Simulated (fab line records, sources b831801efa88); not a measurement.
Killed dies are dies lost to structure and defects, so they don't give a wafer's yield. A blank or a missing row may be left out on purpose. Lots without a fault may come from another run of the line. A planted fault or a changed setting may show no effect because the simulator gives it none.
Chamber matching | flow sky130 | SKY_VIA2_HDPCVD_00 on hdpcvd-02: 3 sister chambers
The step deposits SiO2, target thk 1180 nm, time 196.7 s. 14 wafers are shown with their chamber, then 7 later ones without.

WAFERS WITH THEIR CHAMBER
wafer  | chamber | run_length_s (s)
L781.1 | 0       | 224.6
L781.5 | 0       | 224.8
L781.6 | 2       | 225.2
L783.1 | 2       | 225.4
L783.5 | 0       | 224.6
L783.6 | 1       | 223.5
L784.1 | 1       | 223.7
L784.2 | 2       | 225.2
L784.4 | 1       | 223.3
L785.3 | 2       | 225.8
L785.4 | 0       | 224.4
L785.5 | 1       | 224.3
L789.1 | 1       | 223.5
L789.5 | 0       | 224.3

SIGNATURES (means of the wafers above)
reading      | chamber 0 | chamber 1 | chamber 2 | scatter within a chamber
run_length_s | 224.540   | 223.660   | 225.400   | 0.299
Rule: a wafer's distance from a chamber is the root of the sum, over the readings, of the square of ((its reading less the chamber's mean) divided by the reading's scatter). The wafer belongs to the nearest chamber; if the next one is less than 2 further off, it can't be placed. The scatter: the root of (the sum of the squares of (reading less its chamber's mean) over the shown wafers, divided by (wafers less chambers)).

WAFERS WITHOUT THEIR CHAMBER
wafer  | run_length_s (s)
L789.6 | 224.9
L795.1 | 225.0
L795.3 | 223.4
L797.4 | 225.0
L797.6 | 224.5
L799.3 | 225.0
L799.4 | 225.2

WHICH CHAMBER EACH WENT THROUGH
wafer  | from the rows above     | in truth
L789.6 | can't be placed: 0 or 2 | 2
L795.1 | can't be placed: 2 or 0 | 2
L795.3 | 1                       | 1
L797.4 | can't be placed: 2 or 0 | 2
L797.6 | 0                       | 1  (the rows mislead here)
L799.3 | can't be placed: 2 or 0 | 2
L799.4 | can't be placed: 2 or 0 | 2
Placed correctly: 1 of 7. Can't be placed from these rows: 5 (the true chamber is among the candidates in 5). Placed wrongly: 1.
